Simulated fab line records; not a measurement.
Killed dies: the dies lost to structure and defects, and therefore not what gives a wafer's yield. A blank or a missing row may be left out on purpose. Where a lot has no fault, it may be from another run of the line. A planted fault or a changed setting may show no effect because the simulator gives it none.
fab line records || flow sky130
[record] {"lots": 14, "wafers": 42, "last-day": 51}
route steps=708 shown CONTACT@416 PAD_OPEN@708
lots that met no fault: taken from a fault-free run of the same line
start-h: start of the lot's first displayed wafer, in hours after the record's first day || wait-h: how many hours have passed since the lot's step before this one || " identical to the entry in the row above || L1.1+2: several wafers, shown together as one row || - either no value or no given start || * or withheld: withheld || < > ~ a bound
route shown NAME@n: a module of which the file shows steps, and the number in the route of the first || usual: mean/standard deviation taken from wafers without a fault || same: alike in all rows || chamber/n: place in a boat || sites: readings site by site || _std_site: standard deviation of those values || _edge_site: outer sites' mean less inner sites' || radius-mm: how far each site lies from the wafer's centre || mask NAME#n: copy n || behind: the most recent tool/chamber to have shaped the wafer || hold: what put the lot on hold/how long, in hours/how the hold closed || device: transistor that didn't switch, given as n, p or np || end of line: tests run on the same wafers once the route is complete || step lacking rows: just its recipe || killed: dies lost to structure and defects at the first sort, not the wafer's yield || map: a wafer's dies, marking killed ones x, the rest . and places with no die _
set.NAME: the setting as run; set.NAME@STEP: as run at that earlier step || model.NAME: the simulator's own value behind a step, which no gauge read
steps of the route over a sample of lots; a table a step, a row a wafer
services: a tool's chamber out of use, with start hour (start-h, from the record's first day; less than 0 if before it), hours out, and reason
[[steps]]
[step SKY_CONTACT_SOFTBAKE_10]
[recipe] {"temp-c": 100, "time-s": 90, "resist": "KrF-thick"}
[usual] {"heater-power-total-W": "57.35/0.11", "plate-temp-C": "99.97/0.13"}
{"lot.wafer": "L591.1", "tool": "litho-track-03", "chamber": 0, "start-h": 754, "wait-h": "-", "heater-power-total-W": 57.13, "plate-temp-C": 99.90}
{"lot.wafer": "L591.3", "tool": "litho-track-03", "chamber": 0, "start-h": 754, "wait-h": "-", "heater-power-total-W": 57.46, "plate-temp-C": 100.13}
{"lot.wafer": "L591.6", "tool": "litho-track-03", "chamber": 0, "start-h": 754, "wait-h": "-", "heater-power-total-W": 57.39, "plate-temp-C": 99.94}
{"lot.wafer": "L593.3", "tool": "litho-track-03", "chamber": 0, "start-h": 766, "wait-h": "-", "heater-power-total-W": 57.47, "plate-temp-C": 99.83}
{"lot.wafer": "L593.4", "tool": "litho-track-03", "chamber": 0, "start-h": 766, "wait-h": "-", "heater-power-total-W": 57.46, "plate-temp-C": 99.85}
{"lot.wafer": "L593.5", "tool": "litho-track-03", "chamber": 0, "start-h": 766, "wait-h": "-", "heater-power-total-W": 57.26, "plate-temp-C": 100.12}
{"lot.wafer": "L592.1", "tool": "litho-track-02", "chamber": 0, "start-h": 767, "wait-h": "-", "heater-power-total-W": 57.39, "plate-temp-C": 99.98}
{"lot.wafer": "L592.4", "tool": "litho-track-02", "chamber": 0, "start-h": 767, "wait-h": "-", "heater-power-total-W": 57.54, "plate-temp-C": 99.87}
{"lot.wafer": "L592.5", "tool": "litho-track-02", "chamber": 0, "start-h": 767, "wait-h": "-", "heater-power-total-W": 57.34, "plate-temp-C": 100.10}
{"lot.wafer": "L597.2", "tool": "litho-track-03", "chamber": 0, "start-h": 802, "wait-h": "-", "heater-power-total-W": 57.42, "plate-temp-C": 99.83}
{"lot.wafer": "L597.3", "tool": "litho-track-03", "chamber": 0, "start-h": 802, "wait-h": "-", "heater-power-total-W": 57.38, "plate-temp-C": 100.07}
{"lot.wafer": "L597.4", "tool": "litho-track-03", "chamber": 0, "start-h": 802, "wait-h": "-", "heater-power-total-W": 57.28, "plate-temp-C": 100.01}
{"lot.wafer": "L600.4", "tool": "litho-track-01", "chamber": 0, "start-h": 832, "wait-h": "-", "heater-power-total-W": 57.49, "plate-temp-C": 99.90}
{"lot.wafer": "L600.5", "tool": "litho-track-01", "chamber": 0, "start-h": 833, "wait-h": "-", "heater-power-total-W": 57.29, "plate-temp-C": 99.90}
{"lot.wafer": "L600.6", "tool": "litho-track-01", "chamber": 0, "start-h": 833, "wait-h": "-", "heater-power-total-W": 57.42, "plate-temp-C": 99.89}
{"lot.wafer": "L601.2", "tool": "litho-track-03", "chamber": 0, "start-h": 838, "wait-h": "-", "heater-power-total-W": 57.55, "plate-temp-C": 100.27}
{"lot.wafer": "L601.3", "tool": "litho-track-03", "chamber": 0, "start-h": 838, "wait-h": "-", "heater-power-total-W": 57.24, "plate-temp-C": 100.21}
{"lot.wafer": "L601.4", "tool": "litho-track-03", "chamber": 0, "start-h": 838, "wait-h": "-", "heater-power-total-W": 57.46, "plate-temp-C": 100.03}
{"lot.wafer": "L602.3", "tool": "litho-track-02", "chamber": 0, "start-h": 850, "wait-h": "-", "heater-power-total-W": 68.51, "plate-temp-C": 113.78}
{"lot.wafer": "L602.4", "tool": "litho-track-02", "chamber": 0, "start-h": 851, "wait-h": "-", "heater-power-total-W": 68.31, "plate-temp-C": 113.77}
{"lot.wafer": "L602.6", "tool": "litho-track-02", "chamber": 0, "start-h": 851, "wait-h": "-", "heater-power-total-W": 68.48, "plate-temp-C": 113.57}
{"lot.wafer": "L603.1", "tool": "litho-track-02", "chamber": 0, "start-h": 855, "wait-h": "-", "heater-power-total-W": 68.35, "plate-temp-C": 113.88}
{"lot.wafer": "L603.2", "tool": "litho-track-02", "chamber": 0, "start-h": 855, "wait-h": "-", "heater-power-total-W": 68.48, "plate-temp-C": 113.79}
{"lot.wafer": "L603.5", "tool": "litho-track-02", "chamber": 0, "start-h": 855, "wait-h": "-", "heater-power-total-W": 68.43, "plate-temp-C": 113.85}
{"lot.wafer": "L604.3", "tool": "litho-track-01", "chamber": 0, "start-h": 863, "wait-h": "-", "heater-power-total-W": 57.33, "plate-temp-C": 99.87}
{"lot.wafer": "L604.5", "tool": "litho-track-01", "chamber": 0, "start-h": 863, "wait-h": "-", "heater-power-total-W": 57.46, "plate-temp-C": 99.79}
{"lot.wafer": "L604.6", "tool": "litho-track-01", "chamber": 0, "start-h": 863, "wait-h": "-", "heater-power-total-W": 57.45, "plate-temp-C": 99.84}
{"lot.wafer": "L607.2", "tool": "litho-track-03", "chamber": 0, "start-h": 885, "wait-h": "-", "heater-power-total-W": 57.18, "plate-temp-C": 99.69}
{"lot.wafer": "L607.5", "tool": "litho-track-03", "chamber": 0, "start-h": 885, "wait-h": "-", "heater-power-total-W": 57.45, "plate-temp-C": 99.84}
{"lot.wafer": "L607.6", "tool": "litho-track-03", "chamber": 0, "start-h": 885, "wait-h": "-", "heater-power-total-W": 57.43, "plate-temp-C": 99.94}
{"lot.wafer": "L610.1", "tool": "litho-track-02", "chamber": 0, "start-h": 904, "wait-h": "-", "heater-power-total-W": 57.27, "plate-temp-C": 100.00}
{"lot.wafer": "L610.2", "tool": "litho-track-02", "chamber": 0, "start-h": 904, "wait-h": "-", "heater-power-total-W": 57.31, "plate-temp-C": 100.13}
{"lot.wafer": "L610.6", "tool": "litho-track-02", "chamber": 0, "start-h": 904, "wait-h": "-", "heater-power-total-W": 57.42, "plate-temp-C": 100.18}
{"lot.wafer": "L611.1", "tool": "litho-track-02", "chamber": 0, "start-h": 906, "wait-h": "-", "heater-power-total-W": 57.31, "plate-temp-C": 99.53}
{"lot.wafer": "L611.3", "tool": "litho-track-02", "chamber": 0, "start-h": 906, "wait-h": "-", "heater-power-total-W": 57.45, "plate-temp-C": 100.10}
{"lot.wafer": "L611.6", "tool": "litho-track-02", "chamber": 0, "start-h": 906, "wait-h": "-", "heater-power-total-W": 57.21, "plate-temp-C": 99.81}
{"lot.wafer": "L612.4", "tool": "litho-track-03", "chamber": 0, "start-h": 912, "wait-h": "-", "heater-power-total-W": 57.34, "plate-temp-C": 99.97}
{"lot.wafer": "L612.5", "tool": "litho-track-03", "chamber": 0, "start-h": 912, "wait-h": "-", "heater-power-total-W": 57.43, "plate-temp-C": 100.05}
{"lot.wafer": "L612.6", "tool": "litho-track-03", "chamber": 0, "start-h": 912, "wait-h": "-", "heater-power-total-W": 57.37, "plate-temp-C": 100.01}
{"lot.wafer": "L614.2", "tool": "litho-track-01", "chamber": 0, "start-h": 920, "wait-h": "-", "heater-power-total-W": 57.19, "plate-temp-C": 100.00}
{"lot.wafer": "L614.3", "tool": "litho-track-01", "chamber": 0, "start-h": 920, "wait-h": "-", "heater-power-total-W": 57.29, "plate-temp-C": 99.93}
{"lot.wafer": "L614.5", "tool": "litho-track-01", "chamber": 0, "start-h": 920, "wait-h": "-", "heater-power-total-W": 57.65, "plate-temp-C": 99.85}
[step SKY_CONTACT_CD_MEAS_14]
[recipe] {"target-cd-nm": 170}
[usual] {"cd-nm": "170.1/1.5"}
{"lot.wafer": "L591.1", "tool": "cd-sem-01", "chamber": "-", "start-h": 770.50, "wait-h": "-", "cd-nm": 171.1}
{"lot.wafer": "L591.3", "tool": "cd-sem-01", "chamber": "-", "start-h": 770.50, "wait-h": "-", "cd-nm": 171.1}
{"lot.wafer": "L591.6", "tool": "cd-sem-01", "chamber": "-", "start-h": 770.50, "wait-h": "-", "cd-nm": 170.1}
{"lot.wafer": "L592.1", "tool": "cd-sem-02", "chamber": "-", "start-h": 781.71, "wait-h": "-", "cd-nm": 171.8}
{"lot.wafer": "L592.4", "tool": "cd-sem-02", "chamber": "-", "start-h": 781.71, "wait-h": "-", "cd-nm": 170.4}
{"lot.wafer": "L592.5", "tool": "cd-sem-02", "chamber": "-", "start-h": 781.71, "wait-h": "-", "cd-nm": 169.9}
{"lot.wafer": "L593.3", "tool": "cd-sem-01", "chamber": "-", "start-h": 781.73, "wait-h": "-", "cd-nm": 169.8}
{"lot.wafer": "L593.4", "tool": "cd-sem-01", "chamber": "-", "start-h": 781.73, "wait-h": "-", "cd-nm": 170.2}
{"lot.wafer": "L593.5", "tool": "cd-sem-01", "chamber": "-", "start-h": 781.73, "wait-h": "-", "cd-nm": 170.0}
{"lot.wafer": "L597.2", "tool": "cd-sem-01", "chamber": "-", "start-h": 814.91, "wait-h": "-", "cd-nm": 172.6}
{"lot.wafer": "L597.3", "tool": "cd-sem-01", "chamber": "-", "start-h": 814.91, "wait-h": "-", "cd-nm": 171.7}
{"lot.wafer": "L597.4", "tool": "cd-sem-01", "chamber": "-", "start-h": 814.91, "wait-h": "-", "cd-nm": 172.9}
{"lot.wafer": "L600.4", "tool": "cd-sem-02", "chamber": "-", "start-h": 845.31, "wait-h": "-", "cd-nm": 169.5}
{"lot.wafer": "L600.5", "tool": "cd-sem-02", "chamber": "-", "start-h": 845.31, "wait-h": "-", "cd-nm": 169.6}
{"lot.wafer": "L600.6", "tool": "cd-sem-02", "chamber": "-", "start-h": 845.31, "wait-h": "-", "cd-nm": 169.9}
{"lot.wafer": "L601.2", "tool": "cd-sem-01", "chamber": "-", "start-h": 851.54, "wait-h": "-", "cd-nm": 171.2}
{"lot.wafer": "L601.3", "tool": "cd-sem-01", "chamber": "-", "start-h": 851.54, "wait-h": "-", "cd-nm": 170.8}
{"lot.wafer": "L601.4", "tool": "cd-sem-01", "chamber": "-", "start-h": 851.54, "wait-h": "-", "cd-nm": 170.7}
{"lot.wafer": "L602.3", "tool": "cd-sem-01", "chamber": "-", "start-h": 864.24, "wait-h": "-", "cd-nm": 180.4}
{"lot.wafer": "L602.4", "tool": "cd-sem-01", "chamber": "-", "start-h": 864.24, "wait-h": "-", "cd-nm": 179.9}
{"lot.wafer": "L602.6", "tool": "cd-sem-01", "chamber": "-", "start-h": 864.24, "wait-h": "-", "cd-nm": 180.0}
{"lot.wafer": "L603.1", "tool": "cd-sem-01", "chamber": "-", "start-h": 868.65, "wait-h": "-", "cd-nm": 180.0}
{"lot.wafer": "L603.2", "tool": "cd-sem-01", "chamber": "-", "start-h": 868.65, "wait-h": "-", "cd-nm": 180.6}
{"lot.wafer": "L603.5", "tool": "cd-sem-01", "chamber": "-", "start-h": 868.65, "wait-h": "-", "cd-nm": 181.0}
{"lot.wafer": "L604.3", "tool": "cd-sem-02", "chamber": "-", "start-h": 875.94, "wait-h": "-", "cd-nm": 169.4}
{"lot.wafer": "L604.5", "tool": "cd-sem-02", "chamber": "-", "start-h": 875.94, "wait-h": "-", "cd-nm": 171.4}
{"lot.wafer": "L604.6", "tool": "cd-sem-02", "chamber": "-", "start-h": 875.94, "wait-h": "-", "cd-nm": 171.0}
{"lot.wafer": "L607.2", "tool": "cd-sem-01", "chamber": "-", "start-h": 898.42, "wait-h": "-", "cd-nm": 167.4}
{"lot.wafer": "L607.5", "tool": "cd-sem-01", "chamber": "-", "start-h": 898.42, "wait-h": "-", "cd-nm": 170.6}
{"lot.wafer": "L607.6", "tool": "cd-sem-01", "chamber": "-", "start-h": 898.42, "wait-h": "-", "cd-nm": 169.3}
{"lot.wafer": "L610.1", "tool": "cd-sem-01", "chamber": "-", "start-h": 917.77, "wait-h": "-", "cd-nm": 167.4}
{"lot.wafer": "L610.2", "tool": "cd-sem-01", "chamber": "-", "start-h": 917.77, "wait-h": "-", "cd-nm": 166.9}
{"lot.wafer": "L610.6", "tool": "cd-sem-01", "chamber": "-", "start-h": 917.77, "wait-h": "-", "cd-nm": 167.4}
{"lot.wafer": "L611.1", "tool": "cd-sem-01", "chamber": "-", "start-h": 918.60, "wait-h": "-", "cd-nm": 172.2}
{"lot.wafer": "L611.3", "tool": "cd-sem-01", "chamber": "-", "start-h": 918.60, "wait-h": "-", "cd-nm": 171.8}
{"lot.wafer": "L611.6", "tool": "cd-sem-01", "chamber": "-", "start-h": 918.60, "wait-h": "-", "cd-nm": 170.9}
{"lot.wafer": "L612.4", "tool": "cd-sem-01", "chamber": "-", "start-h": 925.42, "wait-h": "-", "cd-nm": 169.9}
{"lot.wafer": "L612.5", "tool": "cd-sem-01", "chamber": "-", "start-h": 925.42, "wait-h": "-", "cd-nm": 169.0}
{"lot.wafer": "L612.6", "tool": "cd-sem-01", "chamber": "-", "start-h": 925.42, "wait-h": "-", "cd-nm": 168.5}
{"lot.wafer": "L614.2", "tool": "cd-sem-01", "chamber": "-", "start-h": 933.62, "wait-h": "-", "cd-nm": 170.8}
{"lot.wafer": "L614.3", "tool": "cd-sem-01", "chamber": "-", "start-h": 933.62, "wait-h": "-", "cd-nm": 170.5}
{"lot.wafer": "L614.5", "tool": "cd-sem-01", "chamber": "-", "start-h": 933.62, "wait-h": "-", "cd-nm": 170.7}
[step SKY_CONTACT_STRIP_19]
[recipe] {"chemistry": "O2/N2", "power-w": 1400, "pressure-mtorr": 1500, "platen-temp-c": "withheld", "o2-flow-sccm": 3000, "n2-flow-sccm": 300, "overash-fraction": 0.5}
[usual] {"chamber-pressure-mTorr": "1499.9/1.3", "drypump-motor-current-A": "6.0/0.37", "oes-product-au": "0.380/0.0049", "strip-time-to-endpoint-s": "3.601/0.027"}
{"lot.wafer": "L591.1", "tool": "plasma-asher-04", "chamber": 0, "start-h": 770.79, "wait-h": "-", "chamber-pressure-mTorr": 1501.1, "drypump-motor-current-A": 5.9, "oes-product-au": 0.387, "rf-hours-counter-h": 89, "strip-time-to-endpoint-s": 3.611}
{"lot.wafer": "L591.3", "tool": "plasma-asher-04", "chamber": 1, "start-h": 770.79, "wait-h": "-", "chamber-pressure-mTorr": 1498.9, "drypump-motor-current-A": 6.4, "oes-product-au": 0.391, "rf-hours-counter-h": "-", "strip-time-to-endpoint-s": 3.618}
{"lot.wafer": "L591.6", "tool": "plasma-asher-04", "chamber": 1, "start-h": 770.79, "wait-h": "-", "chamber-pressure-mTorr": 1498.4, "drypump-motor-current-A": 6.5, "oes-product-au": 0.378, "rf-hours-counter-h": "-", "strip-time-to-endpoint-s": 3.602}
{"lot.wafer": "L592.1", "tool": "plasma-asher-01", "chamber": 1, "start-h": 782.00, "wait-h": "-", "chamber-pressure-mTorr": 1499.9, "drypump-motor-current-A": 6.2, "oes-product-au": 0.376, "rf-hours-counter-h": 36, "strip-time-to-endpoint-s": 3.566}
{"lot.wafer": "L592.4", "tool": "plasma-asher-01", "chamber": 0, "start-h": 782.00, "wait-h": "-", "chamber-pressure-mTorr": 1499.2, "drypump-motor-current-A": 5.4, "oes-product-au": 0.380, "rf-hours-counter-h": "-", "strip-time-to-endpoint-s": 3.591}
{"lot.wafer": "L592.5", "tool": "plasma-asher-01", "chamber": 1, "start-h": 782.00, "wait-h": "-", "chamber-pressure-mTorr": 1501.9, "drypump-motor-current-A": 6.2, "oes-product-au": 0.381, "rf-hours-counter-h": "-", "strip-time-to-endpoint-s": 3.584}
{"lot.wafer": "L593.3", "tool": "plasma-asher-03", "chamber": 0, "start-h": 782.02, "wait-h": "-", "chamber-pressure-mTorr": 1500.3, "drypump-motor-current-A": 5.6, "oes-product-au": 0.385, "rf-hours-counter-h": "-", "strip-time-to-endpoint-s": 3.586}
{"lot.wafer": "L593.4", "tool": "plasma-asher-03", "chamber": 1, "start-h": 782.02, "wait-h": "-", "chamber-pressure-mTorr": 1499.0, "drypump-motor-current-A": 6.3, "oes-product-au": 0.378, "rf-hours-counter-h": "-", "strip-time-to-endpoint-s": 3.605}
{"lot.wafer": "L593.5", "tool": "plasma-asher-03", "chamber": 0, "start-h": 782.02, "wait-h": "-", "chamber-pressure-mTorr": 1499.9, "drypump-motor-current-A": 5.6, "oes-product-au": 0.378, "rf-hours-counter-h": "-", "strip-time-to-endpoint-s": 3.594}
{"lot.wafer": "L597.2", "tool": "plasma-asher-03", "chamber": 0, "start-h": 815.18, "wait-h": "-", "chamber-pressure-mTorr": 1498.6, "drypump-motor-current-A": 5.6, "oes-product-au": 0.380, "rf-hours-counter-h": 66, "strip-time-to-endpoint-s": 3.557}
{"lot.wafer": "L597.3", "tool": "plasma-asher-03", "chamber": 1, "start-h": 815.18, "wait-h": "-", "chamber-pressure-mTorr": 1499.3, "drypump-motor-current-A": 6.2, "oes-product-au": 0.380, "rf-hours-counter-h": "-", "strip-time-to-endpoint-s": 3.637}
{"lot.wafer": "L597.4", "tool": "plasma-asher-03", "chamber": 0, "start-h": 815.18, "wait-h": "-", "chamber-pressure-mTorr": 1500.3, "drypump-motor-current-A": 5.6, "oes-product-au": 0.379, "rf-hours-counter-h": "-", "strip-time-to-endpoint-s": 3.573}
{"lot.wafer": "L600.4", "tool": "plasma-asher-03", "chamber": 1, "start-h": 845.57, "wait-h": "-", "chamber-pressure-mTorr": 1498.2, "drypump-motor-current-A": 6.2, "oes-product-au": 0.379, "rf-hours-counter-h": "-", "strip-time-to-endpoint-s": 3.551}
{"lot.wafer": "L600.5", "tool": "plasma-asher-03", "chamber": 0, "start-h": 845.57, "wait-h": "-", "chamber-pressure-mTorr": 1499.9, "drypump-motor-current-A": 5.6, "oes-product-au": 0.375, "rf-hours-counter-h": "-", "strip-time-to-endpoint-s": 3.625}
{"lot.wafer": "L600.6", "tool": "plasma-asher-03", "chamber": 1, "start-h": 845.57, "wait-h": "-", "chamber-pressure-mTorr": 1497.7, "drypump-motor-current-A": 6.2, "oes-product-au": 0.377, "rf-hours-counter-h": "-", "strip-time-to-endpoint-s": 3.546}
{"lot.wafer": "L601.2", "tool": "plasma-asher-01", "chamber": 1, "start-h": 851.81, "wait-h": "-", "chamber-pressure-mTorr": 1500.8, "drypump-motor-current-A": 6.2, "oes-product-au": 0.380, "rf-hours-counter-h": 45, "strip-time-to-endpoint-s": 3.609}
{"lot.wafer": "L601.3", "tool": "plasma-asher-01", "chamber": 1, "start-h": 851.81, "wait-h": "-", "chamber-pressure-mTorr": 1502.3, "drypump-motor-current-A": 6.2, "oes-product-au": 0.374, "rf-hours-counter-h": "-", "strip-time-to-endpoint-s": 3.591}
{"lot.wafer": "L601.4", "tool": "plasma-asher-01", "chamber": 0, "start-h": 851.81, "wait-h": "-", "chamber-pressure-mTorr": 1498.6, "drypump-motor-current-A": 5.4, "oes-product-au": 0.386, "rf-hours-counter-h": "-", "strip-time-to-endpoint-s": 3.606}
{"lot.wafer": "L602.3", "tool": "plasma-asher-04", "chamber": 1, "start-h": 864.52, "wait-h": "-", "chamber-pressure-mTorr": 1500.8, "drypump-motor-current-A": 6.4, "oes-product-au": 0.372, "rf-hours-counter-h": "-", "strip-time-to-endpoint-s": 3.529}
{"lot.wafer": "L602.4", "tool": "plasma-asher-04", "chamber": 0, "start-h": 864.52, "wait-h": "-", "chamber-pressure-mTorr": 1500.1, "drypump-motor-current-A": 5.9, "oes-product-au": 0.380, "rf-hours-counter-h": "-", "strip-time-to-endpoint-s": 3.545}
{"lot.wafer": "L602.6", "tool": "plasma-asher-04", "chamber": 0, "start-h": 864.52, "wait-h": "-", "chamber-pressure-mTorr": 1496.8, "drypump-motor-current-A": 5.9, "oes-product-au": 0.376, "rf-hours-counter-h": "-", "strip-time-to-endpoint-s": 3.552}
{"lot.wafer": "L603.1", "tool": "plasma-asher-03", "chamber": 0, "start-h": 868.94, "wait-h": "-", "chamber-pressure-mTorr": 1497.5, "drypump-motor-current-A": 5.6, "oes-product-au": 0.373, "rf-hours-counter-h": 73, "strip-time-to-endpoint-s": 3.471}
{"lot.wafer": "L603.2", "tool": "plasma-asher-03", "chamber": 1, "start-h": 868.94, "wait-h": "-", "chamber-pressure-mTorr": 1499.7, "drypump-motor-current-A": 6.3, "oes-product-au": 0.375, "rf-hours-counter-h": 73, "strip-time-to-endpoint-s": 3.471}
{"lot.wafer": "L603.5", "tool": "plasma-asher-03", "chamber": 1, "start-h": 868.94, "wait-h": "-", "chamber-pressure-mTorr": 1501.7, "drypump-motor-current-A": 6.3, "oes-product-au": 0.365, "rf-hours-counter-h": "-", "strip-time-to-endpoint-s": 3.503}
{"lot.wafer": "L604.3", "tool": "plasma-asher-04", "chamber": 0, "start-h": 876.22, "wait-h": "-", "chamber-pressure-mTorr": 1499.4, "drypump-motor-current-A": 5.9, "oes-product-au": 0.372, "rf-hours-counter-h": "-", "strip-time-to-endpoint-s": 3.606}
{"lot.wafer": "L604.5", "tool": "plasma-asher-04", "chamber": 1, "start-h": 876.22, "wait-h": "-", "chamber-pressure-mTorr": 1499.6, "drypump-motor-current-A": 6.5, "oes-product-au": 0.385, "rf-hours-counter-h": "-", "strip-time-to-endpoint-s": 3.599}
{"lot.wafer": "L604.6", "tool": "plasma-asher-04", "chamber": 0, "start-h": 876.22, "wait-h": "-", "chamber-pressure-mTorr": 1501.7, "drypump-motor-current-A": 5.9, "oes-product-au": 0.389, "rf-hours-counter-h": "-", "strip-time-to-endpoint-s": 3.607}
{"lot.wafer": "L607.2", "tool": "plasma-asher-04", "chamber": 0, "start-h": 898.69, "wait-h": "-", "chamber-pressure-mTorr": 1500.4, "drypump-motor-current-A": 5.9, "oes-product-au": 0.376, "rf-hours-counter-h": 106, "strip-time-to-endpoint-s": 3.626}
{"lot.wafer": "L607.5", "tool": "plasma-asher-04", "chamber": 0, "start-h": 898.69, "wait-h": "-", "chamber-pressure-mTorr": 1497.6, "drypump-motor-current-A": 5.9, "oes-product-au": 0.382, "rf-hours-counter-h": "-", "strip-time-to-endpoint-s": 3.618}
{"lot.wafer": "L607.6", "tool": "plasma-asher-04", "chamber": 1, "start-h": 898.69, "wait-h": "-", "chamber-pressure-mTorr": 1501.5, "drypump-motor-current-A": 6.5, "oes-product-au": 0.383, "rf-hours-counter-h": "-", "strip-time-to-endpoint-s": 3.600}
{"lot.wafer": "L610.1", "tool": "plasma-asher-01", "chamber": 0, "start-h": 918.05, "wait-h": "-", "chamber-pressure-mTorr": 1500.0, "drypump-motor-current-A": 5.3, "oes-product-au": 0.376, "rf-hours-counter-h": 52, "strip-time-to-endpoint-s": 3.598}
{"lot.wafer": "L610.2", "tool": "plasma-asher-01", "chamber": 1, "start-h": 918.05, "wait-h": "-", "chamber-pressure-mTorr": 1499.6, "drypump-motor-current-A": 6.2, "oes-product-au": 0.383, "rf-hours-counter-h": 52, "strip-time-to-endpoint-s": 3.638}
{"lot.wafer": "L610.6", "tool": "plasma-asher-01", "chamber": 1, "start-h": 918.05, "wait-h": "-", "chamber-pressure-mTorr": 1501.7, "drypump-motor-current-A": 6.2, "oes-product-au": 0.382, "rf-hours-counter-h": "-", "strip-time-to-endpoint-s": 3.582}
{"lot.wafer": "L611.1", "tool": "plasma-asher-03", "chamber": 1, "start-h": 918.88, "wait-h": "-", "chamber-pressure-mTorr": 1500.4, "drypump-motor-current-A": 6.3, "oes-product-au": 0.384, "rf-hours-counter-h": 78, "strip-time-to-endpoint-s": 3.580}
{"lot.wafer": "L611.3", "tool": "plasma-asher-03", "chamber": 0, "start-h": 918.88, "wait-h": "-", "chamber-pressure-mTorr": 1499.9, "drypump-motor-current-A": 5.6, "oes-product-au": 0.375, "rf-hours-counter-h": "-", "strip-time-to-endpoint-s": 3.586}
{"lot.wafer": "L611.6", "tool": "plasma-asher-03", "chamber": 1, "start-h": 918.88, "wait-h": "-", "chamber-pressure-mTorr": 1497.5, "drypump-motor-current-A": 6.2, "oes-product-au": 0.382, "rf-hours-counter-h": "-", "strip-time-to-endpoint-s": 3.603}
{"lot.wafer": "L612.4", "tool": "plasma-asher-01", "chamber": 0, "start-h": 925.69, "wait-h": "-", "chamber-pressure-mTorr": 1501.3, "drypump-motor-current-A": 5.4, "oes-product-au": 0.383, "rf-hours-counter-h": "-", "strip-time-to-endpoint-s": 3.628}
{"lot.wafer": "L612.5", "tool": "plasma-asher-01", "chamber": 0, "start-h": 925.69, "wait-h": "-", "chamber-pressure-mTorr": 1499.1, "drypump-motor-current-A": 5.4, "oes-product-au": 0.382, "rf-hours-counter-h": "-", "strip-time-to-endpoint-s": 3.634}
{"lot.wafer": "L612.6", "tool": "plasma-asher-01", "chamber": 1, "start-h": 925.69, "wait-h": "-", "chamber-pressure-mTorr": 1500.0, "drypump-motor-current-A": 6.2, "oes-product-au": 0.378, "rf-hours-counter-h": "-", "strip-time-to-endpoint-s": 3.611}
{"lot.wafer": "L614.2", "tool": "plasma-asher-03", "chamber": 1, "start-h": 933.88, "wait-h": "-", "chamber-pressure-mTorr": 1501.5, "drypump-motor-current-A": 6.2, "oes-product-au": 0.380, "rf-hours-counter-h": 80, "strip-time-to-endpoint-s": 3.623}
{"lot.wafer": "L614.3", "tool": "plasma-asher-03", "chamber": 1, "start-h": 933.88, "wait-h": "-", "chamber-pressure-mTorr": 1499.0, "drypump-motor-current-A": 6.3, "oes-product-au": 0.377, "rf-hours-counter-h": "-", "strip-time-to-endpoint-s": 3.627}
{"lot.wafer": "L614.5", "tool": "plasma-asher-03", "chamber": 0, "start-h": 933.88, "wait-h": "-", "chamber-pressure-mTorr": 1501.1, "drypump-motor-current-A": 5.6, "oes-product-au": 0.384, "rf-hours-counter-h": "-", "strip-time-to-endpoint-s": 3.627}
[step SKY_PAD_OPEN_PROBE_99]
[usual] {"killed_at_M0_to_M3": "43/7", "killed_at_M4_up": "3.1/1.5", "killed-at-contacts": "23/4.9", "killed-at-front-end": "16/3.9", "killed-at-other": "0.3/0.52", "killed-dies": "86/8.2", "killed-open": "47/6.1", "killed-short": "38/5.8"}
[same] {"gross-dies": 492, "killed-at-back-side": 0}
{"lot.wafer": "L602.4", "tool": "prober-02", "chamber": "-", "start-h": 1180.82, "wait-h": 0.2, "killed_at_M0_to_M3": 60, "killed_at_M4_up": 3, "killed-at-contacts": 17, "killed-at-front-end": 16, "killed-at-other": 1, "killed-dies": 97, "killed-open": 56, "killed-short": 41}
{"lot.wafer": "L602.6", "tool": "prober-02", "chamber": "-", "start-h": 1180.92, "wait-h": 0.2, "killed_at_M0_to_M3": 41, "killed_at_M4_up": 4, "killed-at-contacts": 20, "killed-at-front-end": 20, "killed-at-other": 1, "killed-dies": 86, "killed-open": 45, "killed-short": 41}
// killed by level:class
L602.4 VIA1:geometric-particle:open=16 VIA3:geometric-particle:open=10 VIA2:geometric-particle:open=7 CONTACT:geometric-particle:open=7 METAL2:geometric-particle:short=6 VIA2:geometric-particle:short=5 LOCAL_INTERCONNECT:geometric-particle:short=4 LI_CONTACT:geometric-particle:open=4
L602.6 VIA2:geometric-particle:open=9 FIELD_ISO:geometric-particle:short=8 CONTACT:geometric-particle:open=8 VIA1:geometric-particle:open=7 VIA1:geometric-particle:short=6 VIA3:geometric-particle:open=6 FIELD_ISO:geometric-particle:open=4 CONTACT:geometric-particle:short=4
[[services]]
{"tool": "litho-track-02", "chamber": "-", "start-h": 752.74, "hours": "-", "kind": "consumable-replace:filter"}
{"tool": "plasma-asher-03", "chamber": "-", "start-h": 763.29, "hours": 14.6, "kind": "pm"}
{"tool": "plasma-asher-01", "chamber": "-", "start-h": 884.84, "hours": 2.0, "kind": "repair"}
[[key]]
[first-sign] {"step": "SKY_CONTACT_SOFTBAKE_10", "reading": "plate-temp-C", "direction": "up", "sigmas": "99+", "usual": "*", "struck": "*"}
[effect] {"step": "SKY_CONTACT_SOFTBAKE_10", "reading": "heater-power-total-W", "direction": "up", "sigmas": 98, "usual": "*", "struck": "*"}
[effect] {"step": "SKY_CONTACT_CD_MEAS_14", "reading": "cd-nm", "direction": "up", "sigmas": 6.8, "usual": 170.1, "struck": 180.3}
[effect] {"step": "SKY_CONTACT_STRIP_19", "reading": "strip-time-to-endpoint-s", "direction": "down", "sigmas": 3.3, "usual": "*", "struck": "*"}
met-at SKY_CONTACT_SOFTBAKE_10
struck-lots L602,L603
tester-left-out L602,L603
onset-between 767 850
[fault] {"kind": "process-parameter-drift", "tool": "litho-track-02", "chamber": "-", "onset-h": 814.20, "steps": "SKY_CONTACT_SOFTBAKE_10", "channel": "temp-c", "offset": "*", "shape": "step", "end-h": 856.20, "acts-in": "*", "stated": "*"}
// tester-left-out: of these lots the tester's yield and bins aren't shown, on N5 and GAA mostly nor the transistor test; their killed dies are dies lost to structure and defects alone, not to doping, threshold or leakage, so they don't give the yield
